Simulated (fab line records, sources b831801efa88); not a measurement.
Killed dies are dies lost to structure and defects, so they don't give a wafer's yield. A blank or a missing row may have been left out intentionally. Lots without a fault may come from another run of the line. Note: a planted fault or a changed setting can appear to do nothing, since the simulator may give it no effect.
Struck lot and sound lot, side by side + flow sky130 + 15 out of 708 route steps
Sound: wafers L656.3, L656.4, L656.6. The struck wafers were L674.2, L674.3, L674.5. The cause is given at the end.
Per side, at each step with rows, come the tool, then ch with its chambers, and then its first start. Under that, the readings that differ: sound wafers + struck wafers + difference of the means + sigmas: that difference in standard deviations of wafers without a fault.
alike: readings with means less than 2 such deviations apart, plus words and numbers identical on both sides. not compared: withheld readings, readings lacking a value on some wafer, bounds such as >300 that could conceal the same value, and numbers that have no deviation in the record and whose values overlap.
A row with sigmas, a row that says differs or no value, or rows on one side alone: a step with any of these is where the two part. Non-overlapping numbers with no deviation appear without sigmas and do not part them. A reading that every wafer of one side lacks parts them only if that side has two wafers or more.

first, 7 steps without rows for these wafers: SKY_METAL2_HMDS_08 (prime time 60 s); SKY_METAL2_COAT_09 (resist thk 60 nm); SKY_METAL2_COAT_10 (resist thk 450 nm); SKY_METAL2_SOFTBAKE_11 (time 90 s); SKY_METAL2_EXPOSE_12 (exposes mask MM2, target cd 140 nm); SKY_METAL2_PEB_13; SKY_METAL2_DEVELOP_14 (develop time 60 s).
SKY_METAL2_CD_MEAS_15 targets a cd of 140 nm.
  sound on cd_sem-02, day 34 22:14; struck on cd_sem-02, day 40 21:27
  alike: cd_nm
SKY_METAL2_OVL_MEAS_16:
  sound on overlay-01, day 34 22:20; struck on overlay-02, day 40 21:34
  alike: METAL2_OVL
SKY_METAL2_DESCUM_17: chemistry O2, time 8 s.
  sound on rie_metal-01 ch 0,1, day 34 22:22; struck on rie_metal-01 ch 0,1, day 40 21:35
  alike: drypump_motor_current_A, oes_product_au
  not compared: rf_hours_counter_h
SKY_METAL2_ETCH_18: etches BARC in N2/H2, stops on SiO2, time 45.9 s, target depth 60 nm.
  sound on rie_metal-01 ch 0,1, day 34 22:25; struck on rie_metal-01 ch 0,1, day 40 21:37
  alike: drypump_motor_current_A, oes_product_au, throttle_valve_pct
  not compared: rf_hours_counter_h
SKY_METAL2_METAL_ETCH_19: etches the open film in Cl2/BCl3, stops on SiO2, target depth 360 nm, time 78 s.
  sound on rie_metal-01 ch 0,1, day 34 22:29; struck on rie_metal-01 ch 0,1, day 40 21:41
  alike: drypump_motor_current_A, oes_product_au, throttle_valve_pct
  not compared: rf_hours_counter_h
SKY_METAL2_STRIP_20: strips in O2/N2.
  sound on plasma_asher-02 ch 0,1, day 34 22:35; struck on plasma_asher-02 ch 0,1, day 40 21:46
  no value came back on the struck wafers for chamber_pressure_mTorr (mTorr), drypump_motor_current_A (A), oes_product_au (a.u.), strip_time_to_endpoint_s (s); on the sound wafers chamber_pressure_mTorr (mTorr) reads 1501 1499 1499
| reading                                       | sound | struck            | difference | sigmas |
|-----------------------------------------------|-------|-------------------|------------|--------|
| model.KrF-thick_of_METAL2_COAT_10.thk_nm (nm) | 0 0 0 | 165.1 162.5 159.1 | +162.2     |        |
  not compared: rf_hours_counter_h
then, 1 step without rows for these wafers: SKY_METAL2_STRIP_21 (strips in post etch residue remover, time 1200 s).
-- the record jumps here: 9 days lie between the struck wafers' starts before and after (it left off in module METAL2 and takes up again in module PAD_OPEN, whose first step shown is number 708 of the route) --
SKY_PAD_OPEN_PROBE_99:
  sound on prober-01, day 45 15:58; struck on prober-01, day 50 04:47
| reading                  | sound          | struck         | difference | sigmas |
|--------------------------|----------------|----------------|------------|--------|
| defect_limited_yield (%) | 84.1 82.9 82.9 | 0.2 0 0        | -83.2      | -40    |
| killed_at_M0_to_M3       | 41 38 36       | 439 434 435    | +398       | +60    |
| killed_dies              | 78 84 84       | 491 492 492    | +410       | +41    |
| killed_on_rim            | 15 15 13       | 95 96 96       | +81        | +21    |
| sort_bin_5_function (%)  | 11.6 10.6 8.7  | 91.5 93.1 92.1 | +81.9      | +59    |
| sort_n_pass              | 414 408 408    | 1 0 0          | -410       | -41    |
| sort_yield_pct (%)       | 84.1 82.9 82.9 | 0.2 0 0        | -83.2      | -40    |
  alike: killed_at_M4_up, killed_at_contacts, killed_at_front_end, killed_at_other, killed_open, killed_short, sort_bin_3_pad_short, sort_bin_6_memory

## WHERE THEY PART
Last at SKY_PAD_OPEN_PROBE_99 as far as this record goes, first at SKY_METAL2_STRIP_20.

WHY: whatever the simulator had introduced
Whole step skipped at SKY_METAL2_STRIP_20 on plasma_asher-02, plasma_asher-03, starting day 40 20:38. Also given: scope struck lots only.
